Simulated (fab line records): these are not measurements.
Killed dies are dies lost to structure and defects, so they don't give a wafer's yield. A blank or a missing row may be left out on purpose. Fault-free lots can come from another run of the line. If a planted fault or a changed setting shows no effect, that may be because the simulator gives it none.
Chamber matching | flow gf180mcu | pecvd-04 running GF_MIM_CVD_05: 3 sister chambers
The step deposits Si3N4, target thk 42 nm, time 29.086 s. 6 wafers are shown with their chamber, then 7 later ones without.

== WAFERS, EACH WITH ITS CHAMBER ==
wafer  | chamber | heater power w (W)
L283.3 | 2       | 555
L285.1 | 1       | 682
L285.3 | 0       | 498
L285.6 | 1       | 677
L292.2 | 2       | 526
L292.3 | 0       | 496

== WAFERS WHOSE CHAMBER IS MISSING ==
wafer  | heater power w (W)
L292.4 | 516
L293.1 | 675
L293.4 | 683
L293.6 | 586
L296.2 | 519
L296.3 | 526
L296.6 | 533

== THE CHAMBER EACH PASSED THROUGH ==
wafer  | from the rows above     | in truth
L292.4 | can't be placed: 0 or 2 | 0
L293.1 | 1                       | 1
L293.4 | 1                       | 1
L293.6 | 2                       | 2
L296.2 | can't be placed: 2 or 0 | 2
L296.3 | can't be placed: 2 or 0 | 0
L296.6 | 2                       | 2
4 of 7 placed correctly. Cannot be placed on the basis of these rows: 3; the candidates contain the true chamber in 3. Number placed wrongly: 0.
How it was worked out, from the rows above alone: a wafer's distance from a chamber is the root of the sum, over the readings, of the square of ((its reading less the chamber's mean) divided by the reading's scatter). If the next closest chamber is less than 2 further off than the closest, the wafer can't be placed; otherwise it belongs to the closest. A chamber's mean is the mean of its shown wafers. The scatter is the square root of a quotient: the sum, over the shown wafers, of each reading's squared deviation from its chamber's mean, divided by wafers minus chambers.
